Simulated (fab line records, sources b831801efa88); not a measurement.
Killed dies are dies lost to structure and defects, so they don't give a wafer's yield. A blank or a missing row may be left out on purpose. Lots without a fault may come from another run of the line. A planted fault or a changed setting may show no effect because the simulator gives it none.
A sampling plan put to the test | flow gf180mcu | one fab line, 11 faults that these records tell of, each judged on the records of the lots that it struck
The plan is the line's own looks: the steps of the route at which a gauge or an inspection reads the wafer and doesn't change it. A look can be judged if struck wafers have a number there and the file gives its usual mean and standard deviation on fault-free wafers. Caught: at a look after the fault's first step, the mean of the struck wafers lies 4 or more of those standard deviations (sigma) from the usual mean. On the tool: the same test on the tool's own readings at the fault's steps. Another recipe on the struck wafers, or a record that is blank for them alone, also counts as caught.

THE FAULTS, as the simulator had put them in
1. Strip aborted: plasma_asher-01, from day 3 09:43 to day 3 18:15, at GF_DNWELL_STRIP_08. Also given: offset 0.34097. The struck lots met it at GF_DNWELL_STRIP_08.
2. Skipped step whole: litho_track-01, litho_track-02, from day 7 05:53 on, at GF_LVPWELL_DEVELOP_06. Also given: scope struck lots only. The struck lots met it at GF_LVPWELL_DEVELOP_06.
3. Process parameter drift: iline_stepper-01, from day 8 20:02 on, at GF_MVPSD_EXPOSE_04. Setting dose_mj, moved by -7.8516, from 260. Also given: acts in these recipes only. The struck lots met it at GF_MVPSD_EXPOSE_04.
4. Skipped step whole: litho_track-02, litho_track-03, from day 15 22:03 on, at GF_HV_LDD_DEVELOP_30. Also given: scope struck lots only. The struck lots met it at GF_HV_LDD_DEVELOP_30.
5. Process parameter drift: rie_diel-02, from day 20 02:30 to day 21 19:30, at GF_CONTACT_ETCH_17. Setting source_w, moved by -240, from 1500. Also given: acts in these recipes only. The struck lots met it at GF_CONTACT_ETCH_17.
6. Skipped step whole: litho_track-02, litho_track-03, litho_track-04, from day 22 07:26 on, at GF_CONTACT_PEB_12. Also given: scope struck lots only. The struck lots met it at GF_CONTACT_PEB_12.
7. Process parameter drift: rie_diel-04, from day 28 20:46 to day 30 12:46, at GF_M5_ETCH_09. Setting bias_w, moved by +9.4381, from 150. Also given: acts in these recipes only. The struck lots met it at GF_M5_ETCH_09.
8. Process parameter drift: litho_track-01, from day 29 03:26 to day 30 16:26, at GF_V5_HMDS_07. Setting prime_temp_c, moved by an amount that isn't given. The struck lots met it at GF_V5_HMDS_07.
9. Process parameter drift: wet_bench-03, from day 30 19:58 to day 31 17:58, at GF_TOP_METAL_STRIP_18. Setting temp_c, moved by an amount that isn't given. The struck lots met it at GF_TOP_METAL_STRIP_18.
10. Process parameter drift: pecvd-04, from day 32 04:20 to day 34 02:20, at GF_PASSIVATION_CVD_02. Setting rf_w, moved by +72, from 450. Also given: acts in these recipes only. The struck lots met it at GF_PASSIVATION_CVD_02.
11. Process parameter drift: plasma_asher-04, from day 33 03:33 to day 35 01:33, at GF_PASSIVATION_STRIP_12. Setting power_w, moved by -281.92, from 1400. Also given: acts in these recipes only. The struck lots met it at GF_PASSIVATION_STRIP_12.

WHAT THE PLAN SAW
fault | on the tool itself                               | first look that catches it                      | reading, sigma | median hours from its first step to that look | hours from the fault's start to the first struck lot there | judged looks passed uncaught
1     | oes_product_au +53 sigma                         | none of the 3 looks that can be judged after it | -              | -                                             | -                                                          | 3
2     | the tool's record is blank for the struck wafers | none of the 3 looks that can be judged after it | -              | -                                             | -                                                          | 3
3     | exposure_dose_mJ_cm2 -35 sigma                   | not the one look that can be judged after it    | -              | -                                             | -                                                          | 1
4     | the tool's record is blank for the struck wafers | not the one look that can be judged after it    | -              | -                                             | -                                                          | 1
5     | rf_fwd_power_W -49 sigma                         | no look after it can be judged                  | -              | -                                             | -                                                          | 0
6     | the tool's record is blank for the struck wafers | no look after it can be judged                  | -              | -                                             | -                                                          | 0
7     | bias_w +22 sigma                                 | not the one look that can be judged after it    | -              | -                                             | -                                                          | 1
8     | prime_temp_c +36 sigma                           | no look after it can be judged                  | -              | -                                             | -                                                          | 0
9     | temp_c -31 sigma                                 | no look after it can be judged                  | -              | -                                             | -                                                          | 0
10    | rf_fwd_power_W +56 sigma                         | no look after it can be judged                  | -              | -                                             | -                                                          | 0
11    | oes_product_au -17 sigma                         | no look after it can be judged                  | -              | -                                             | -                                                          | 0
A dash: the fault isn't caught, or these records don't give the number.

Caught at a look: 0 of 11. Caught on the tool: 11 of 11. By one or the other: 11 of 11.
Caught on the tool alone: faults 1, 2, 3, 4, 5, 6, 7, 8, 9, 10, 11.
